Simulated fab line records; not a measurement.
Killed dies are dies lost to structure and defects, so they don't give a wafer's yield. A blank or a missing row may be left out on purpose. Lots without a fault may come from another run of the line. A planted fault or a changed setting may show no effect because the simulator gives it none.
fab line records | flow sky130
[record] lots = 11 wafers = 33 last-day = 50
route steps=708 shown VIA3@589 METAL4@598 CAP2M@616 PAD_OPEN@708
lots with no fault: from the same line, run without faults
start-h: start of the lot's first displayed wafer, in hours after the record's first day | wait-h: how many hours have passed since the lot's step before this one | " unchanged from the row above | L1.1+2: one row covering several wafers at once | - either no value or no given start | * or withheld: withheld | < > ~ a bound
route shown NAME@n: a module of which the file shows steps, and the number in the route of the first | usual: mean/standard deviation of fault-free wafers | same: alike in all rows | chamber/n: place in a boat | sites: readings site by site | _std_site: how widely they spread, as a standard deviation | _edge_site: inner sites' mean taken away from outer sites' mean | radius-mm: how far each site lies from the wafer's centre | mask NAME#n: copy n | behind: the last tool/chamber to shape the wafer | hold: why the lot went on hold/how many hours it stayed there/how the hold came to an end | device: which transistor (n, p or np) failed to switch | end of line: the route-end tests of the same wafers | a step with no rows: only its recipe | killed: dies that structure and defects cost at the first sort, which is not the same as the wafer's yield | map: a wafer's dies, marking killed ones x, the rest . and places with no die _
set.NAME: the setting the step ran with; set.NAME@STEP: the setting that earlier step ran with | model.NAME: the simulator's own value behind a step, which no gauge read
a sample of lots followed through the steps of the route, with each step as a table and each wafer as a row
services: a tool's chamber out of use, with start hour (start-h, from the record's first day; less than 0 if before it), hours out, and reason
[[steps]]
[step SKY_VIA3_STRIP_16]
[recipe] chemistry = O2/N2 power-w = 1400 pressure-mtorr = 1500 platen-temp-c = withheld o2-flow-sccm = 3000 n2-flow-sccm = 300 overash-fraction = 0.5
[usual] drypump-motor-current-A = 5.8/0.52 oes-product-au = 0.403/0.0046 strip-time-to-endpoint-s = 4.143/0.026
// columns lot.wafer tool chamber start-h wait-h drypump-motor-current-A oes-product-au rf-hours-counter-h strip-time-to-endpoint-s
L479.3 plasma-asher-04 0 928.86 0.1 6.3 0.404 - 4.137
L479.4 " 1 " " 4.8 0.410 - 4.136
L479.5 " 1 " " 4.8 0.401 - 4.140
L480.1 plasma-asher-01 0 934.73 0.0 5.8 0.391 81 4.109
L480.4 " 0 " " 5.8 0.409 - 4.152
L480.6 " 0 " " 5.8 0.405 - 4.126
L487.3 plasma-asher-04 1 1000.09 0.1 4.8 0.406 - 4.128
L487.4 " 0 " " 6.4 0.402 - 4.154
L487.6 " 1 " " 4.8 0.411 - 4.155
L492.2 plasma-asher-03 0 1021.80 0.0 5.7 0.406 120 4.159
L492.4 " 1 " " 6.2 0.399 - 4.129
L492.6 " 0 " " 5.6 0.403 - 4.153
L493.3 plasma-asher-03 1 1033.09 0.1 6.2 0.401 - 4.139
L493.4 " 0 " " 5.7 0.412 - 4.157
L493.6 " 1 " " 6.2 0.401 - 4.102
L496.1 plasma-asher-01 1 1057.68 0.0 5.6 0.402 94 4.200
L496.2 " 0 " " 5.8 0.413 94 4.156
L496.4 " 1 " " 5.6 0.399 - 4.126
L495.2 plasma-asher-04 1 1060.13 0.0 4.9 0.404 67 4.137
L495.3 " 0 " " 6.4 0.397 - 4.124
L495.4 " 1 " " 4.8 0.395 - 4.103
L497.3 plasma-asher-04 1 1061.11 0.1 4.8 0.406 - 4.130
L497.5 " 1 " " 4.8 0.403 - 4.178
L497.6 " 0 " " 6.4 0.404 - 4.127
L499.3 plasma-asher-03 1 1064.94 0.1 6.2 0.404 - 4.153
L499.4 " 0 " " 5.7 0.406 - 4.150
L499.6 " 1 " " 6.2 0.402 - 4.165
L501.1 plasma-asher-04 1 1078.02 0.0 4.8 0.411 69 4.176
L501.2 " 0 " " 6.4 0.412 69 4.156
L501.5 " 0 " " 6.3 0.400 - 4.165
L500.1 plasma-asher-03 0 1079.11 0.0 5.7 0.403 1 4.130
L500.4 " 1 " " 6.2 0.406 - 4.155
L500.6 " 0 " " 5.6 0.395 - 4.176
[step SKY_VIA3_THK_MEAS_23]
[recipe] thk-meas-gauge = xrf reads = W_of_VIA3_CVD_21
[usual] VIA3_W_THK = 401/7.5
// columns lot.wafer tool chamber start-h wait-h VIA3_W_THK[nm]
L479.3 film-metro-01 - 929.74 0.1 395
L479.4 " - " " 396
L479.5 " - " " 394
L480.1 film-metro-02 - 935.67 0.1 400
L480.4 " - " " 394
L480.6 " - " " 394
L487.3 film-metro-03 - 1001.03 0.1 399
L487.4 " - " " 401
L487.6 " - " " 401
L492.2 film-metro-02 - 1022.71 0.1 399
L492.4 " - " " 402
L492.6 " - " " 400
L493.3 film-metro-02 - 1033.97 0.1 398
L493.4 " - " " 412
L493.6 " - " " 396
L496.1 film-metro-01 - 1058.61 0.1 394
L496.2 " - " " 419
L496.4 " - " " 421
L495.2 film-metro-03 - 1061.12 0.1 414
L495.3 " - " " 403
L495.4 " - " " 403
L497.3 film-metro-03 - 1062.00 0.1 413
L497.5 " - " " 406
L497.6 " - " " 412
L499.3 film-metro-02 - 1065.87 0.1 392
L499.4 " - " " 393
L499.6 " - " " 393
L501.1 film-metro-03 - 1078.91 0.1 406
L501.2 " - " " 399
L501.5 " - " " 403
L500.1 film-metro-01 - 1080.04 0.1 397
L500.4 " - " " 398
L500.6 " - " " 405
[step SKY_METAL4_SPUTTER_00]
[recipe] material = Ti target-thk-nm = 15 power-w = 3000 time-s = 10 chamber-pressure-pa = 0.4
[usual] chamber-pressure-pa = 0.4000/0.00088 throttle-valve-pct = 30.2/1.3
// columns lot.wafer tool chamber start-h wait-h chamber-pressure-pa throttle-valve-pct
L479.3 pvd-sputter-04 - 930.08 0.1 0.4006 28.8
L479.4 " - " " 0.4003 29.2
L479.5 " - " " 0.4007 28.6
L480.1 pvd-sputter-03 - 936.03 0.2 0.4005 30.9
L480.4 " - " " 0.3999 30.3
L480.6 " - " " 0.4003 29.4
L487.3 pvd-sputter-03 - 1001.37 0.1 0.4003 29.6
L487.4 " - " " 0.3998 29.8
L487.6 " - " " 0.3996 30.0
L492.2 pvd-sputter-02 - 1023.06 0.2 0.4001 29.0
L492.4 " - " " 0.3993 31.5
L492.6 " - " " 0.3998 29.0
L493.3 pvd-sputter-02 - 1034.31 0.1 0.4002 29.1
L493.4 " - " " 0.4003 31.2
L493.6 " - " " 0.3999 30.7
L496.1 pvd-sputter-03 - 1058.97 0.1 0.4004 29.6
L496.2 " - " " 0.3988 29.9
L496.4 " - " " 0.3999 30.3
L495.2 pvd-sputter-04 - 1061.47 0.2 0.4003 28.7
L495.3 " - " " 0.4013 27.2
L495.4 " - " " 0.4006 29.6
L497.3 pvd-sputter-04 - 1062.34 0.1 0.3999 29.4
L497.5 " - " " 0.3995 32.3
L497.6 " - " " 0.3993 29.1
L499.3 pvd-sputter-04 - 1067.01 0.2 0.3995 32.5
L499.4 " - " " 0.3990 29.4
L499.6 " - " " 0.4011 32.4
L501.1 pvd-sputter-03 - 1079.27 0.1 0.3998 30.5
L501.2 " - " " 0.4001 31.0
L501.5 " - " " 0.4010 31.2
L500.1 pvd-sputter-02 - 1080.40 0.2 0.3994 31.2
L500.4 " - " " 0.4004 31.6
L500.6 " - " " 0.3997 31.3
[step SKY_CAP2M_METAL_ETCH_13]
[recipe] target-depth-nm = 220 stop-on = SiO2 chemistry = Cl2/BCl3 target = TiN pressure-mtorr = 10 icp-w = 900 bias-w = 48.5 Cl2_flow_sccm = 60 bcl3-flow-sccm = 30 time-s = 62.9
[usual] drypump-motor-current-A = 5.6/0.53 oes-product-au = 0.937/0.0082 run-length-s = 91.5/0.78 throttle-valve-pct = 21.904/0.01
// columns lot.wafer tool chamber start-h wait-h drypump-motor-current-A oes-product-au rf-hours-counter-h run-length-s throttle-valve-pct
L479.3 rie-metal-04 0 954.56 0.0 5.0 0.949 - 91.5 21.889
L479.4 " 1 " " 6.3 0.947 - 90.6 21.895
L479.5 " 0 " " 5.0 0.949 - 91.7 21.892
L480.1 rie-metal-03 0 961.03 0.0 5.7 0.940 8 90.6 21.904
L480.4 " 1 " " 5.5 0.940 - 91.7 21.906
L480.6 " 0 " " 5.8 0.923 - 90.6 21.903
L487.3 rie-metal-03 1 1024.46 0.0 5.5 0.980 - 88.5 21.873
L487.4 " 0 " " 5.8 0.977 - 86.9 21.863
L487.6 " 1 " " 5.5 0.982 - 88.0 21.883
L492.2 rie-metal-03 1 1045.24 0.0 5.5 0.983 10 88.6 21.872
L492.4 " 1 " " 5.4 0.988 - 88.0 21.869
L492.6 " 0 " " 5.8 0.998 - 87.4 21.874
L493.3 rie-metal-04 0 1056.43 0.1 5.0 0.943 - 91.5 21.908
L493.4 " 0 " " 5.0 0.935 - 91.2 21.901
L493.6 " 0 " " 5.0 0.941 - 91.7 21.889
L496.1 rie-metal-04 0 1080.82 0.0 5.0 0.946 18 92.0 21.882
L496.2 " 1 " " 6.2 0.938 0 91.3 21.910
L496.4 " 0 " " 5.0 0.942 - 91.4 21.904
L495.2 rie-metal-04 1 1083.07 0.0 6.3 0.935 1 90.8 21.897
L495.3 " 1 " " 6.3 0.944 - 90.6 21.911
L495.4 " 0 " " 5.0 0.937 - 91.7 21.898
L497.3 rie-metal-02 1 1084.06 0.0 6.5 0.940 - 91.3 21.887
L497.5 " 1 " " 6.5 0.946 - 91.6 21.887
L497.6 " 0 " " 5.4 0.932 - 91.6 21.887
L499.3 rie-metal-04 1 1088.01 0.0 6.3 0.935 - 90.7 21.918
L499.4 " 0 " " 5.0 0.936 - 91.4 21.902
L499.6 " 1 " " 6.2 0.929 - 90.5 21.901
L501.1 rie-metal-04 1 1100.09 0.0 6.3 0.926 1 91.0 21.920
L501.2 " 0 " " 4.9 0.936 19 91.5 21.909
L501.5 " 0 " " 5.0 0.925 - 91.2 21.898
L500.1 rie-metal-03 1 1101.42 0.0 5.5 0.929 14 91.9 21.898
L500.4 " 1 " " 5.5 0.937 - 91.9 21.912
L500.6 " 0 " " 5.8 0.934 - 90.9 21.916
[step SKY_PAD_OPEN_PROBE_99]
[usual] defect-limited-yield = 82.3/2 killed_at_M0_to_M3 = 45/7.5 killed_at_M4_up = 3.2/1.8 killed-at-contacts = 24/4.9 killed-at-front-end = 15/4.4 killed-at-other = 0.3/0.54 killed-dies = 87/9.8 killed-open = 47/6.4 killed-short = 40/6.5 sort_bin_3_pad_short = 0.9/0.44 sort_bin_5_function = 10.5/1.5 sort_bin_6_memory = 6.3/1.2 sort-n-pass = 405/9.8 sort-yield-pct = 82.3/2
[same] gross-dies = 492 killed-at-back-side = 0 sort_bin_4_leakage[%] = 0 sort_bin_8_speed[%] = 0
// columns lot.wafer tool chamber start-h wait-h defect-limited-yield[%] killed_at_M0_to_M3 killed_at_M4_up killed-at-contacts killed-at-front-end killed-at-other killed-dies killed-open killed-short sort_bin_3_pad_short[%] sort_bin_5_function[%] sort_bin_6_memory[%] sort-n-pass sort-yield-pct[%]
L480.1 prober-01 - 1083.11 0.1 85.8 32 5 14 19 0 70 37 33 1.4 8.9 3.9 422 85.8
L480.4 prober-01 - 1083.26 0.2 83.5 46 3 19 13 0 81 37 44 0.6 10.0 5.9 411 83.5
L480.6 prober-01 - 1083.36 0.2 84.1 36 3 23 16 0 78 42 36 1.0 9.8 5.1 414 84.1
L487.3 prober-01 - 1135.61 0.2 84.6 32 4 31 9 0 76 40 36 0.8 10.4 4.3 416 84.6
L487.4 prober-01 - 1135.66 0.2 82.7 35 7 28 15 0 85 45 40 0.6 10.8 5.9 407 82.7
L487.6 prober-01 - 1135.76 0.2 79.3 50 4 33 15 0 102 59 42 1.0 13.0 6.7 390 79.3
L492.2 prober-02 - 1153.69 0.1 82.7 45 4 25 11 0 85 53 31 0.8 10.6 5.9 407 82.7
L492.4 prober-02 - 1153.79 0.2 81.7 44 5 24 15 2 90 52 37 0.2 11.2 6.9 402 81.7
L492.6 prober-02 - 1153.89 0.2 79.3 52 8 27 15 0 102 63 39 0.6 14.8 5.3 390 79.3
L493.3 prober-01 - 1162.61 0.2 83.5 45 5 14 16 1 81 40 39 0.6 10.2 5.7 411 83.5
L493.4 prober-01 - 1162.66 0.2 85.2 44 3 15 11 0 73 36 37 0.6 8.7 5.5 419 85.2
L493.6 prober-01 - 1162.76 0.2 82.5 44 1 30 11 0 86 46 39 0.8 10.0 6.7 406 82.5
L499.3 prober-01 - 1189.29 0.2 86.6 32 2 23 9 0 66 46 20 0.2 7.1 6.1 426 86.6
L499.4 prober-01 - 1189.34 0.2 83.3 40 2 24 15 1 82 46 36 0.4 10.8 5.5 410 83.3
L499.6 prober-01 - 1189.44 0.2 81.1 52 2 23 16 0 93 49 44 1.2 10.4 7.3 399 81.1
// killed by level:class
L480.1 METAL1:geometric-particle:short=9 VIA1:geometric-particle:open=9 FIELD_ISO:geometric-particle:open=6 CONTACT:geometric-particle:open=5 FIELD_ISO:geometric-particle:short=4 POLY_GATE:geometric-particle:open=4 POLY_GATE:geometric-particle:short=4 METAL2:geometric-particle:short=4
L480.4 METAL1:geometric-particle:short=13 VIA1:geometric-particle:open=13 CONTACT:geometric-particle:open=9 LI_CONTACT:geometric-particle:open=5 VIA1:geometric-particle:short=5 VIA3:geometric-particle:short=5 FIELD_ISO:geometric-particle:short=4 LOCAL_INTERCONNECT:geometric-particle:short=3
L480.6 VIA1:geometric-particle:open=9 CONTACT:geometric-particle:open=8 VIA1:geometric-particle:short=7 VIA2:geometric-particle:open=6 VIA3:geometric-particle:open=6 FIELD_ISO:geometric-particle:open=5 LI_CONTACT:geometric-particle:open=5 FIELD_ISO:geometric-particle:short=4
L487.3 LI_CONTACT:geometric-particle:short=9 LI_CONTACT:geometric-particle:open=7 CONTACT:geometric-particle:open=7 LOCAL_INTERCONNECT:geometric-particle:short=6 VIA2:geometric-particle:open=6 VIA3:geometric-particle:open=6 VIA1:geometric-particle:short=5 VIA1:geometric-particle:open=5
L487.4 LI_CONTACT:geometric-particle:open=8 CONTACT:geometric-particle:open=7 VIA2:geometric-particle:open=7 VIA1:geometric-particle:open=6 VIA3:geometric-particle:short=6 LOCAL_INTERCONNECT:geometric-particle:short=5 FIELD_ISO:geometric-particle:open=4 METAL3:geometric-particle:short=4
L487.6 LI_CONTACT:geometric-particle:open=12 VIA1:geometric-particle:open=11 LOCAL_INTERCONNECT:geometric-particle:short=7 CONTACT:geometric-particle:open=7 VIA2:geometric-particle:open=7 VIA3:geometric-particle:open=7 VIA1:geometric-particle:short=6 FIELD_ISO:geometric-particle:short=5
L492.2 LI_CONTACT:geometric-particle:open=11 VIA1:geometric-particle:open=10 CONTACT:geometric-particle:open=8 METAL1:geometric-particle:short=6 VIA3:geometric-particle:open=6 METAL2:geometric-particle:short=5 METAL1:geometric-particle:open=4 POLY_GATE:geometric-particle:open=3
L492.4 VIA3:geometric-particle:open=10 CONTACT:geometric-particle:open=9 VIA1:geometric-particle:open=7 POLY_GATE:geometric-particle:open=6 LOCAL_INTERCONNECT:geometric-particle:short=6 VIA2:geometric-particle:open=6 METAL2:geometric-particle:short=5 LI_CONTACT:geometric-particle:open=4
L492.6 VIA1:geometric-particle:open=15 VIA2:geometric-particle:open=11 CONTACT:geometric-particle:open=10 FIELD_ISO:geometric-particle:open=7 LI_CONTACT:geometric-particle:open=6 METAL4:geometric-particle:short=6 FIELD_ISO:geometric-particle:short=4 METAL1:geometric-particle:short=4
L493.3 METAL1:geometric-particle:short=9 VIA1:geometric-particle:open=9 VIA2:geometric-particle:open=7 LI_CONTACT:geometric-particle:open=6 VIA1:geometric-particle:short=6 VIA2:geometric-particle:short=5 FIELD_ISO:geometric-particle:open=4 VIA3:geometric-particle:open=4
L493.4 METAL2:geometric-particle:short=11 VIA1:geometric-particle:open=6 VIA3:geometric-particle:open=6 METAL1:geometric-particle:short=5 VIA2:geometric-particle:open=5 FIELD_ISO:geometric-particle:open=4 LI_CONTACT:geometric-particle:open=4 LOCAL_INTERCONNECT:geometric-particle:short=4
L493.6 VIA1:geometric-particle:open=11 CONTACT:geometric-particle:open=9 LI_CONTACT:geometric-particle:open=8 VIA2:geometric-particle:open=8 LI_CONTACT:geometric-particle:short=6 METAL2:geometric-particle:short=6 VIA1:geometric-particle:short=5 VIA2:geometric-particle:short=5
L499.3 CONTACT:geometric-particle:open=10 VIA1:geometric-particle:open=9 VIA2:geometric-particle:open=6 LI_CONTACT:geometric-particle:open=5 CONTACT:geometric-particle:short=5 POLY_GATE:geometric-particle:open=4 VIA1:geometric-particle:short=4 FIELD_ISO:geometric-particle:open=3
L499.4 VIA1:geometric-particle:open=10 CONTACT:geometric-particle:short=8 CONTACT:geometric-particle:open=6 VIA2:geometric-particle:open=6 LOCAL_INTERCONNECT:geometric-particle:short=5 VIA3:geometric-particle:open=5 FIELD_ISO:geometric-particle:open=4 FIELD_ISO:geometric-particle:short=4
L499.6 VIA1:geometric-particle:open=12 VIA1:geometric-particle:short=9 VIA3:geometric-particle:open=8 VIA2:geometric-particle:open=7 LI_CONTACT:geometric-particle:open=6 METAL2:geometric-particle:short=5 METAL1:geometric-particle:short=5 POLY_GATE:geometric-particle:open=4
[[services]]
// columns tool chamber start-h hours kind
pvd-sputter-04 - 935.92 1.0 repair
pvd-sputter-02 - 949.78 5.9 repair
pvd-sputter-03 - 961.68 3.2 repair
plasma-asher-01 - 964.50 1.1 repair
plasma-asher-03 - 965.68 0.8 repair
rie-metal-04 1 969.42 29.6 repair
plasma-asher-04 - 981.31 8.4 pm
pvd-sputter-03 - 996.32 3.9 repair
pvd-sputter-03 - 1021.40 2.0 repair
rie-metal-04 1 1044.15 - clean
rie-metal-04 1 1044.15 31.1 scheduled-down
rie-metal-04 1 1044.15 31.1 vent-cycle
plasma-asher-03 - 1055.25 9.0 pm
plasma-asher-03 0 1055.25 9.0 vent-cycle
plasma-asher-03 1 1055.25 9.0 vent-cycle
plasma-asher-03 - 1056.17 1.4 repair
plasma-asher-03 0 1064.25 - clean
plasma-asher-03 1 1064.25 - clean
pvd-sputter-04 - 1070.35 13.2 repair
pvd-sputter-03 - 1091.30 2.6 repair
plasma-asher-04 - 1098.30 3.9 repair
[[key]]
[first-sign] step = SKY_CAP2M_METAL_ETCH_13 reading = oes-product-au direction = up sigmas = 5.8 usual = 0.937 struck = 0.985
[effect] step = SKY_CAP2M_METAL_ETCH_13 reading = run-length-s direction = down sigmas = 4.6 usual = * struck = *
met-at SKY_CAP2M_METAL_ETCH_13
struck-lots L487,L492
not-acting-at SKY_VIA3_STRIP_16,SKY_VIA3_THK_MEAS_23,SKY_METAL4_SPUTTER_00
onset-between 961.03 1024.46
[fault] kind = process-parameter-drift tool = rie-metal-03 chamber = - onset-h = 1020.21 steps = SKY_CAP2M_METAL_ETCH_13 channel = time-s offset = * shape = step end-h = 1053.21 acts-in = * stated = *
